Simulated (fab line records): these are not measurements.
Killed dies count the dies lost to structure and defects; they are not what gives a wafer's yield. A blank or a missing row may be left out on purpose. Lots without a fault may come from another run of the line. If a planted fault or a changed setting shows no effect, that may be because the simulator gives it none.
fab line records	flow gf180mcu
[record] lots = 24	wafers = 72	last-day = 34
route steps=602 shown NWELL@49 M2@379 V2@406 V3@452 M4@461 MIM@513
lots that met no fault: taken from a fault-free run of the same line
start-h: hours from the record's first day to the start of the lot's first wafer shown	wait-h: hours since the lot's step before	" as in the row above	L1.1+2: a row that stands for several wafers	- no value present, or no start provided	* or withheld: withheld	< > ~ a bound
route shown NAME@n: NAME is a module with steps in the file, n the number in the route of the first one	usual: mean/standard deviation of fault-free wafers	same: alike in all rows	chamber/n: place in a boat	sites: readings site by site	_std_site: standard deviation of those values	_edge_site: mean of outer sites minus mean of inner sites	radius-mm: for every site, how far away it sits from the centre of the wafer	mask NAME#n: copy n	behind: the last tool/chamber to shape the wafer	hold: why the lot went on hold/how many hours it stayed there/how the hold came to an end	device: transistor that didn't switch, given as n, p or np	end of line: the route-end tests of the same wafers	a step without rows: its recipe alone	killed: dies that structure and defects cost at the first sort, which is not the same as the wafer's yield	map: per-die view of a wafer (x killed, . not killed, _ where there is no die)
set.NAME: the run value of the setting; set.NAME@STEP: its run value at that earlier step	model.NAME: the simulator's own value behind a step, which no gauge read
a sample of lots followed through the steps of the route, with each step as a table and each wafer as a row
services: a tool's chamber out of use, with start hour (start-h, from the record's first day; less than 0 if before it), hours out, and reason
[[steps]]
[step GF_NWELL_OVL_MEAS_07]
[usual] NWELL_OVL = -1.2/1.8
lot.wafer	tool	chamber	start-h	wait-h	NWELL_OVL[nm]
L074.1	overlay-01	-	57.15	-	-0.9
L074.3	"	-	"	"	-1.3
L074.5	"	-	"	"	-2.1
L075.2	overlay-01	-	61.60	-	0.8
L075.4	"	-	"	"	0.7
L075.5	"	-	"	"	0.0
L076.2	overlay-01	-	67.82	-	-3.8
L076.3	"	-	"	"	-4.1
L076.6	"	-	"	"	-4.0
L077.1	overlay-02	-	75.40	-	0.6
L077.2	"	-	"	"	0.4
L077.3	"	-	"	"	0.9
L078.1	overlay-02	-	77.40	-	-3.0
L078.4	"	-	"	"	-0.4
L078.6	"	-	"	"	-1.7
L079.1	overlay-01	-	83.25	-	-5.4
L079.3	"	-	"	"	-5.4
L079.4	"	-	"	"	-4.7
L080.3	overlay-01	-	87.16	-	-0.1
L080.4	"	-	"	"	-1.5
L080.5	"	-	"	"	0.2
L081.2	overlay-02	-	93.05	-	-1.8
L081.5	"	-	"	"	-1.0
L081.6	"	-	"	"	-1.9
L082.3	overlay-02	-	99.76	-	-0.7
L082.4	"	-	"	"	-2.1
L082.5	"	-	"	"	-3.9
L083.2	overlay-02	-	104.26	-	0.3
L083.5	"	-	"	"	-0.4
L083.6	"	-	"	"	-1.2
L084.2	overlay-02	-	107.87	-	-1.6
L084.5	"	-	"	"	0.4
L084.6	"	-	"	"	0.1
L085.2	overlay-02	-	115.56	-	-2.2
L085.4	"	-	"	"	-2.3
L085.6	"	-	"	"	-2.0
L086.4	overlay-01	-	122.16	-	0.5
L086.5	"	-	"	"	0.7
L086.6	"	-	"	"	-0.7
L087.1	overlay-02	-	125.65	-	-0.3
L087.3	"	-	"	"	-1.7
L087.4	"	-	"	"	-0.5
L088.1	overlay-01	-	132.21	-	1.1
L088.2	"	-	"	"	2.0
L088.4	"	-	"	"	-0.1
L089.1	overlay-01	-	137.31	-	-0.6
L089.3	"	-	"	"	-3.7
L089.4	"	-	"	"	-3.2
L090.2	overlay-01	-	142.20	-	-4.5
L090.4	"	-	"	"	-3.4
L090.5	"	-	"	"	-2.4
L091.3	overlay-01	-	146.56	-	0.3
L091.4	"	-	"	"	0.3
L091.6	"	-	"	"	-0.1
L092.2	overlay-02	-	152.86	-	-0.3
L092.3	"	-	"	"	0.5
L092.6	"	-	"	"	-0.2
L093.4	overlay-01	-	158.62	-	-1.4
L093.5	"	-	"	"	-1.3
L093.6	"	-	"	"	-2.9
L094.1	overlay-01	-	163.81	-	-1.7
L094.2	"	-	"	"	-1.0
L094.5	"	-	"	"	-3.1
L095.3	overlay-02	-	169.57	-	1.0
L095.5	"	-	"	"	-0.8
L095.6	"	-	"	"	0.5
L096.2	overlay-02	-	174.36	-	-1.8
L096.3	"	-	"	"	-3.4
L096.4	"	-	"	"	-1.8
L097.1	overlay-01	-	183.75	-	0.0
L097.5	"	-	"	"	1.4
L097.6	"	-	"	"	0.3
[step GF_M2_STRIP_17]
[recipe] chemistry = O2/N2	power-w = 1400	pressure-mtorr = 1500	platen-temp-c = 250	o2-flow-sccm = 3000	n2-flow-sccm = 300	overash-fraction = 0.5
[usual] drypump-motor-current-A = 5.4/0.36	heater-power-w = 320/33	oes-product-au = 0.538/0.0055	strip-time-to-endpoint-s = 7.38/0.047
lot.wafer	tool	chamber	start-h	wait-h	drypump-motor-current-A	heater-power-w	oes-product-au	rf-hours-counter-h	strip-time-to-endpoint-s
L074.1	plasma-asher-02	0	442.06	0.1	5.7	282	0.545	30	7.50
L074.3	"	1	"	"	5.7	328	0.546	-	7.49
L074.5	"	1	"	"	5.7	329	0.541	-	7.47
L075.2	plasma-asher-03	1	452.78	0.1	5.3	325	0.540	67	7.40
L075.4	"	1	"	"	5.3	333	0.543	-	7.36
L075.5	"	1	"	"	5.3	327	0.528	-	7.34
L076.2	plasma-asher-02	0	457.21	0.1	5.7	276	0.533	32	7.38
L076.3	"	0	"	"	5.7	284	0.544	-	7.40
L076.6	"	0	"	"	5.7	278	0.549	-	7.37
L077.1	plasma-asher-03	1	472.61	0.2	5.3	328	0.534	69	7.41
L077.2	"	0	"	"	4.8	291	0.534	69	7.43
L077.3	"	1	"	"	5.3	328	0.523	-	7.41
L078.1	plasma-asher-01	1	478.94	0.1	5.7	370	0.535	5	7.27
L078.4	"	1	"	"	5.8	357	0.539	-	7.32
L078.6	"	1	"	"	5.7	379	0.523	-	7.26
L079.1	plasma-asher-03	1	481.14	0.1	5.3	327	0.537	70	7.37
L079.3	"	0	"	"	4.8	285	0.539	-	7.39
L079.4	"	1	"	"	5.3	318	0.546	-	7.43
L080.3	plasma-asher-03	1	493.55	0.1	5.4	324	0.539	-	7.39
L080.4	"	0	"	"	4.8	285	0.546	-	7.45
L080.5	"	1	"	"	5.4	331	0.539	-	7.41
L081.2	plasma-asher-03	1	498.43	0.1	5.3	321	0.545	72	7.38
L081.5	"	0	"	"	4.8	286	0.542	-	7.38
L081.6	"	1	"	"	5.3	330	0.538	-	7.38
L082.3	plasma-asher-01	0	513.40	0.2	5.6	350	0.546	-	7.39
L082.4	"	1	"	"	5.7	365	0.529	-	7.34
L082.5	"	0	"	"	5.6	351	0.537	-	7.31
L083.2	plasma-asher-03	0	515.73	0.1	4.8	281	0.539	74	7.40
L083.5	"	1	"	"	5.4	329	0.544	-	7.44
L083.6	"	0	"	"	4.8	282	0.541	-	7.41
L084.2	plasma-asher-03	1	524.46	0.1	5.3	329	0.536	74	7.31
L084.5	"	1	"	"	5.3	323	0.533	-	7.32
L084.6	"	0	"	"	4.8	291	0.538	-	7.38
L085.2	plasma-asher-03	0	534.58	0.1	4.8	271	0.537	76	7.38
L085.4	"	1	"	"	5.3	323	0.544	-	7.35
L085.6	"	0	"	"	4.8	274	0.532	-	7.36
L086.4	plasma-asher-02	1	545.66	0.1	5.7	319	0.543	-	7.38
L086.5	"	0	"	"	5.7	269	0.539	-	7.38
L086.6	"	1	"	"	5.7	324	0.543	-	7.39
L087.1	plasma-asher-02	0	552.41	0.1	5.7	288	0.544	42	7.39
L087.3	"	1	"	"	5.7	328	0.539	-	7.41
L087.4	"	0	"	"	5.7	270	0.539	-	7.39
L088.1	plasma-asher-01	1	558.48	0.1	5.7	369	0.530	13	7.32
L088.2	"	0	"	"	5.6	343	0.548	13	7.30
L088.4	"	0	"	"	5.6	349	0.536	-	7.29
L089.1	plasma-asher-02	0	563.41	0.1	5.7	278	0.544	43	7.42
L089.3	"	0	"	"	5.7	275	0.549	-	7.44
L089.4	"	1	"	"	5.7	318	0.536	-	7.45
L090.2	plasma-asher-01	0	575.28	0.1	5.6	360	0.538	15	7.36
L090.4	"	0	"	"	5.6	352	0.541	-	7.39
L090.5	"	1	"	"	5.8	370	0.534	-	7.37
L091.3	plasma-asher-02	1	580.36	0.1	5.7	326	0.536	-	7.39
L091.4	"	0	"	"	5.7	280	0.538	-	7.42
L091.6	"	0	"	"	5.7	280	0.535	-	7.37
L092.2	plasma-asher-03	1	591.71	0.1	5.3	321	0.539	82	7.37
L092.3	"	0	"	"	4.8	283	0.514	-	7.23
L092.6	"	1	"	"	5.3	327	0.527	-	7.39
L093.4	plasma-asher-01	0	597.34	0.1	5.6	353	0.539	-	7.39
L093.5	"	1	"	"	5.7	374	0.536	-	7.34
L093.6	"	0	"	"	5.6	356	0.544	-	7.34
L094.1	plasma-asher-01	1	603.39	0.1	5.8	367	0.535	19	7.36
L094.2	"	0	"	"	5.6	355	0.536	19	7.39
L094.5	"	0	"	"	5.6	357	0.524	-	7.33
L095.3	plasma-asher-03	1	610.17	0.2	5.4	326	0.535	-	7.33
L095.5	"	1	"	"	5.3	331	0.546	-	7.40
L095.6	"	0	"	"	4.8	280	0.534	-	7.40
L096.2	plasma-asher-02	0	618.52	0.2	5.7	280	0.543	47	7.36
L096.3	"	1	"	"	5.7	333	0.534	-	7.34
L096.4	"	0	"	"	5.7	277	0.532	-	7.40
L097.1	plasma-asher-01	1	630.52	0.1	5.7	368	0.536	22	7.36
L097.5	"	0	"	"	5.6	354	0.537	-	7.41
L097.6	"	1	"	"	5.7	368	0.540	-	7.32
[step GF_V2_RS_MEAS_24]
[recipe] thk-meas-gauge = four-point-probe	reads = W_of_V2_CVD_23+TiN_of_V2_SPUTTER_22+Ti_of_V2_SPUTTER_21
[usual] V2_W_RS = 0.327/0.0034
lot.wafer	tool	chamber	start-h	wait-h	V2_W_RS[ohm/sq]
L074.1	film-metro-03	-	468.66	0.1	0.330
L074.3	"	-	"	"	0.327
L074.5	"	-	"	"	0.330
L075.2	film-metro-03	-	479.26	0.1	0.326
L075.4	"	-	"	"	0.332
L075.5	"	-	"	"	0.328
L076.2	film-metro-03	-	483.47	0.1	0.319
L076.3	"	-	"	"	0.323
L076.6	"	-	"	"	0.321
L077.1	film-metro-01	-	498.66	0.1	0.335
L077.2	"	-	"	"	0.329
L077.3	"	-	"	"	0.332
L078.1	film-metro-01	-	505.11	0.1	0.327
L078.4	"	-	"	"	0.329
L078.6	"	-	"	"	0.326
L079.1	film-metro-04	-	506.72	0.1	0.333
L079.3	"	-	"	"	0.332
L079.4	"	-	"	"	0.334
L080.3	film-metro-01	-	518.57	0.1	0.330
L080.4	"	-	"	"	0.327
L080.5	"	-	"	"	0.325
L081.2	film-metro-04	-	524.10	0.1	0.326
L081.5	"	-	"	"	0.329
L081.6	"	-	"	"	0.321
L082.3	film-metro-01	-	538.53	0.1	0.323
L082.4	"	-	"	"	0.325
L082.5	"	-	"	"	0.327
L083.2	film-metro-04	-	541.26	0.1	0.332
L083.5	"	-	"	"	0.333
L083.6	"	-	"	"	0.329
L084.2	film-metro-01	-	549.57	0.1	0.329
L084.5	"	-	"	"	0.328
L084.6	"	-	"	"	0.334
L085.2	film-metro-04	-	560.04	0.2	0.329
L085.4	"	-	"	"	0.332
L085.6	"	-	"	"	0.327
L086.4	film-metro-04	-	569.80	0.1	0.330
L086.5	"	-	"	"	0.322
L086.6	"	-	"	"	0.329
L087.1	film-metro-03	-	576.78	0.1	0.325
L087.3	"	-	"	"	0.329
L087.4	"	-	"	"	0.323
L088.1	film-metro-04	-	582.11	0.1	0.324
L088.2	"	-	"	"	0.327
L088.4	"	-	"	"	0.321
L089.1	film-metro-03	-	587.34	0.1	0.331
L089.3	"	-	"	"	0.328
L089.4	"	-	"	"	0.331
L090.2	film-metro-01	-	598.39	0.1	0.327
L090.4	"	-	"	"	0.325
L090.5	"	-	"	"	0.325
L091.3	film-metro-03	-	603.09	0.1	0.325
L091.4	"	-	"	"	0.325
L091.6	"	-	"	"	0.327
L092.2	film-metro-03	-	615.13	0.2	0.326
L092.3	"	-	"	"	0.324
L092.6	"	-	"	"	0.325
L093.4	film-metro-01	-	620.84	0.1	0.328
L093.5	"	-	"	"	0.326
L093.6	"	-	"	"	0.326
L094.1	film-metro-01	-	626.62	0.1	0.330
L094.2	"	-	"	"	0.325
L094.5	"	-	"	"	0.325
L095.3	film-metro-03	-	632.05	0.1	0.326
L095.5	"	-	"	"	0.328
L095.6	"	-	"	"	0.325
L096.2	film-metro-04	-	641.98	0.1	0.335
L096.3	"	-	"	"	0.325
L096.4	"	-	"	"	0.329
L097.1	film-metro-03	-	652.34	0.1	0.328
L097.5	"	-	"	"	0.322
L097.6	"	-	"	"	0.327
[step GF_V3_CVD_23]
[recipe] material = W	target-thk-nm = 350	time-s = 104.9	temp-c = 400	pressure-torr = 40
[usual] heater-power-w = 888/77
lot.wafer	tool	chamber	start-h	wait-h	heater-power-w
L074.1	cvd-w-02	0	518.69	0.0	770
L074.3	"	0	"	"	775
L074.5	"	0	"	"	776
L075.2	cvd-w-01	1	529.71	0.0	965
L075.4	"	0	"	"	985
L075.5	"	1	"	"	948
L076.2	cvd-w-02	0	533.36	0.0	754
L076.3	"	1	"	"	888
L076.6	"	1	"	"	896
L077.1	cvd-w-02	0	547.70	0.0	771
L077.2	"	1	"	"	908
L077.3	"	1	"	"	898
L078.1	cvd-w-01	0	554.99	0.0	968
L078.4	"	0	"	"	977
L078.6	"	0	"	"	965
L079.1	cvd-w-02	0	555.03	0.0	778
L079.3	"	0	"	"	782
L079.4	"	1	"	"	900
L080.3	cvd-w-01	1	567.35	0.1	951
L080.4	"	0	"	"	976
L080.5	"	0	"	"	964
L081.2	cvd-w-02	1	571.83	0.0	905
L081.5	"	0	"	"	804
L081.6	"	1	"	"	904
L082.3	cvd-w-01	1	585.54	0.1	917
L082.4	"	0	"	"	967
L082.5	"	1	"	"	983
L083.2	cvd-w-01	0	589.14	0.0	999
L083.5	"	0	"	"	938
L083.6	"	1	"	"	958
L084.2	cvd-w-01	1	595.61	0.0	929
L084.5	"	1	"	"	948
L084.6	"	0	"	"	959
L085.2	cvd-w-02	1	605.94	0.0	894
L085.4	"	1	"	"	883
L085.6	"	1	"	"	912
L086.4	cvd-w-02	1	616.28	0.1	903
L086.5	"	1	"	"	890
L086.6	"	0	"	"	803
L087.1	cvd-w-02	1	621.66	0.0	910
L087.3	"	0	"	"	744
L087.4	"	1	"	"	934
L088.1	cvd-w-02	0	627.14	0.0	766
L088.2	"	1	"	"	887
L088.4	"	1	"	"	910
L089.1	cvd-w-01	0	631.52	0.0	944
L089.3	"	0	"	"	966
L089.4	"	1	"	"	954
L090.2	cvd-w-02	1	642.67	0.0	874
L090.4	"	0	"	"	782
L090.5	"	0	"	"	788
L091.3	cvd-w-02	0	647.78	0.1	791
L091.4	"	1	"	"	908
L091.6	"	1	"	"	882
L092.2	cvd-w-01	0	658.04	0.0	977
L092.3	"	0	"	"	949
L092.6	"	0	"	"	952
L093.4	cvd-w-02	1	663.25	0.1	892
L093.5	"	0	"	"	789
L093.6	"	1	"	"	889
L094.1	cvd-w-01	1	669.85	0.0	967
L094.2	"	0	"	"	961
L094.5	"	1	"	"	993
L095.3	cvd-w-02	0	674.46	0.1	775
L095.5	"	0	"	"	775
L095.6	"	1	"	"	892
L096.2	cvd-w-01	0	684.55	0.0	996
L096.3	"	1	"	"	937
L096.4	"	0	"	"	953
L097.1	cvd-w-02	1	693.73	0.0	889
L097.5	"	0	"	"	765
L097.6	"	1	"	"	913
[step GF_M4_RS_MEAS_05]
[recipe] thk-meas-gauge = four-point-probe	reads = TiN_of_M4_SPUTTER_04+Ti_of_M4_SPUTTER_03+AlCu_of_M4_SPUTTER_02+TiN_of_M4_SPUTTER_01+Ti_of_M4_SPUTTER_00
[usual] M4_ALCU_RS = 0.0694/0.00076
lot.wafer	tool	chamber	start-h	wait-h	M4_ALCU_RS[ohm/sq]
L074.1	film-metro-03	-	519.53	0.0	0.0685
L074.3	"	-	"	"	0.0687
L074.5	"	-	"	"	0.0684
L075.2	film-metro-03	-	530.55	0.0	0.0693
L075.4	"	-	"	"	0.0692
L075.5	"	-	"	"	0.0697
L076.2	film-metro-03	-	534.31	0.0	0.0693
L076.3	"	-	"	"	0.0692
L076.6	"	-	"	"	0.0689
L077.1	film-metro-03	-	548.52	0.0	0.0712
L077.2	"	-	"	"	0.0711
L077.3	"	-	"	"	0.0700
L078.1	film-metro-04	-	555.92	0.0	0.0704
L078.4	"	-	"	"	0.0701
L078.6	"	-	"	"	0.0701
L079.1	film-metro-02	-	556.06	0.0	0.0690
L079.3	"	-	"	"	0.0679
L079.4	"	-	"	"	0.0682
L080.3	film-metro-04	-	568.16	0.1	0.0705
L080.4	"	-	"	"	0.0704
L080.5	"	-	"	"	0.0706
L081.2	film-metro-04	-	572.66	0.0	0.0696
L081.5	"	-	"	"	0.0691
L081.6	"	-	"	"	0.0697
L082.3	film-metro-04	-	586.35	0.1	0.0689
L082.4	"	-	"	"	0.0693
L082.5	"	-	"	"	0.0689
L083.2	film-metro-03	-	589.97	0.0	0.0672
L083.5	"	-	"	"	0.0693
L083.6	"	-	"	"	0.0684
L084.2	film-metro-02	-	596.44	0.0	0.0696
L084.5	"	-	"	"	0.0700
L084.6	"	-	"	"	0.0680
L085.2	film-metro-04	-	606.77	0.0	0.0689
L085.4	"	-	"	"	0.0694
L085.6	"	-	"	"	0.0692
L086.4	film-metro-04	-	617.11	0.1	0.0694
L086.5	"	-	"	"	0.0694
L086.6	"	-	"	"	0.0697
L087.1	film-metro-04	-	622.48	0.0	0.0697
L087.3	"	-	"	"	0.0697
L087.4	"	-	"	"	0.0702
L088.1	film-metro-03	-	627.96	0.0	0.0690
L088.2	"	-	"	"	0.0684
L088.4	"	-	"	"	0.0690
L089.1	film-metro-02	-	632.33	0.0	0.0685
L089.3	"	-	"	"	0.0680
L089.4	"	-	"	"	0.0690
L090.2	film-metro-02	-	643.50	0.0	0.0686
L090.4	"	-	"	"	0.0687
L090.5	"	-	"	"	0.0687
L091.3	film-metro-03	-	648.60	0.1	0.0692
L091.4	"	-	"	"	0.0695
L091.6	"	-	"	"	0.0689
L092.2	film-metro-04	-	658.88	0.0	0.0682
L092.3	"	-	"	"	0.0690
L092.6	"	-	"	"	0.0685
L093.4	film-metro-02	-	664.09	0.1	0.0693
L093.5	"	-	"	"	0.0698
L093.6	"	-	"	"	0.0696
L094.1	film-metro-04	-	670.66	0.0	0.0704
L094.2	"	-	"	"	0.0696
L094.5	"	-	"	"	0.0699
L095.3	film-metro-03	-	675.27	0.1	0.0692
L095.5	"	-	"	"	0.0688
L095.6	"	-	"	"	0.0689
L096.2	film-metro-02	-	685.57	0.0	0.0696
L096.3	"	-	"	"	0.0694
L096.4	"	-	"	"	0.0695
L097.1	film-metro-04	-	694.55	0.0	0.0698
L097.5	"	-	"	"	0.0687
L097.6	"	-	"	"	0.0701
[step GF_MIM_RS_MEAS_10]
[recipe] thk-meas-gauge = four-point-probe	reads = TiN_of_MIM_SPUTTER_09+AlCu_of_MIM_SPUTTER_08+TiN_of_MIM_SPUTTER_07
[usual] MIM_ALCU_RS = 0.1608/0.0017
lot.wafer	tool	chamber	start-h	wait-h	MIM_ALCU_RS[ohm/sq]
L074.1	film-metro-02	-	568.72	0.0	0.1599
L074.3	"	-	"	"	0.1588
L074.5	"	-	"	"	0.1613
L075.2	film-metro-03	-	578.40	0.0	0.1574
L075.4	"	-	"	"	0.1596
L075.5	"	-	"	"	0.1594
L076.2	film-metro-02	-	582.80	0.0	0.1611
L076.3	"	-	"	"	0.1618
L076.6	"	-	"	"	0.1607
L077.1	film-metro-03	-	595.77	0.0	0.1592
L077.2	"	-	"	"	0.1621
L077.3	"	-	"	"	0.1625
L079.1	film-metro-02	-	603.50	0.0	0.1605
L079.3	"	-	"	"	0.1612
L079.4	"	-	"	"	0.1601
L078.1	film-metro-01	-	603.52	0.0	0.1585
L078.4	"	-	"	"	0.1618
L078.6	"	-	"	"	0.1605
L080.3	film-metro-02	-	614.09	0.1	0.1621
L080.4	"	-	"	"	0.1650
L080.5	"	-	"	"	0.1642
L081.2	film-metro-01	-	618.40	0.0	0.1620
L081.5	"	-	"	"	0.1638
L081.6	"	-	"	"	0.1617
L082.3	film-metro-03	-	631.68	0.1	0.1588
L082.4	"	-	"	"	0.1583
L082.5	"	-	"	"	0.1594
L083.2	film-metro-02	-	634.87	0.0	0.1602
L083.5	"	-	"	"	0.1621
L083.6	"	-	"	"	0.1613
L084.2	film-metro-02	-	642.17	0.0	0.1584
L084.5	"	-	"	"	0.1587
L084.6	"	-	"	"	0.1587
L085.2	film-metro-03	-	650.61	0.0	0.1593
L085.4	"	-	"	"	0.1617
L085.6	"	-	"	"	0.1603
L086.4	film-metro-02	-	660.14	0.1	0.1601
L086.5	"	-	"	"	0.1600
L086.6	"	-	"	"	0.1604
L087.1	film-metro-03	-	665.61	0.0	0.1651
L087.3	"	-	"	"	0.1607
L087.4	"	-	"	"	0.1619
L088.1	film-metro-02	-	670.53	0.0	0.1569
L088.2	"	-	"	"	0.1606
L088.4	"	-	"	"	0.1600
L089.1	film-metro-02	-	674.78	0.0	0.1605
L089.3	"	-	"	"	0.1616
L089.4	"	-	"	"	0.1633
L090.2	film-metro-01	-	686.60	0.0	0.1621
L090.4	"	-	"	"	0.1634
L090.5	"	-	"	"	0.1616
L091.3	film-metro-02	-	690.62	0.1	0.1613
L091.4	"	-	"	"	0.1585
L091.6	"	-	"	"	0.1592
L092.2	film-metro-03	-	700.22	0.0	0.1628
L092.3	"	-	"	"	0.1621
L092.6	"	-	"	"	0.1615
L093.4	film-metro-02	-	705.40	0.1	0.1635
L093.5	"	-	"	"	0.1623
L093.6	"	-	"	"	0.1603
L094.1	film-metro-01	-	711.88	0.0	0.1611
L094.2	"	-	"	"	0.1584
L094.5	"	-	"	"	0.1600
L095.3	film-metro-02	-	715.36	0.1	0.1615
L095.5	"	-	"	"	0.1594
L095.6	"	-	"	"	0.1591
L096.2	film-metro-03	-	726.53	0.0	0.1603
L096.3	"	-	"	"	0.1607
L096.4	"	-	"	"	0.1611
L097.1	film-metro-03	-	733.58	0.0	0.1612
L097.5	"	-	"	"	0.1619
L097.6	"	-	"	"	0.1599
[[services]]
tool	chamber	start-h	hours	kind
plasma-asher-01	-	421.25	9.0	pm
plasma-asher-01	0	421.25	9.0	vent-cycle
plasma-asher-01	1	421.25	9.0	vent-cycle
cvd-w-01	-	426.15	4.9	repair
cvd-w-01	0	428.46	2.1	repair
plasma-asher-01	0	430.25	-	clean
plasma-asher-01	1	430.25	-	clean
plasma-asher-03	-	439.27	0.8	repair
plasma-asher-01	-	449.46	7.5	repair
plasma-asher-01	-	486.34	0.3	repair
cvd-w-01	0	495.46	7.6	repair
cvd-w-01	-	521.11	6.0	pm
cvd-w-02	-	535.74	2.8	pm
plasma-asher-02	-	549.13	1.0	repair
cvd-w-01	1	552.39	10.3	repair
plasma-asher-02	-	587.54	15.8	pm
cvd-w-02	-	587.59	1.7	repair
cvd-w-01	0	614.75	1.3	repair
plasma-asher-02	-	646.23	7.5	repair
plasma-asher-01	-	667.23	1.9	repair
cvd-w-01	-	673.22	2.1	repair
cvd-w-01	0	686.15	5.6	repair
plasma-asher-03	-	688.16	1.3	repair
[[key]]
fault none
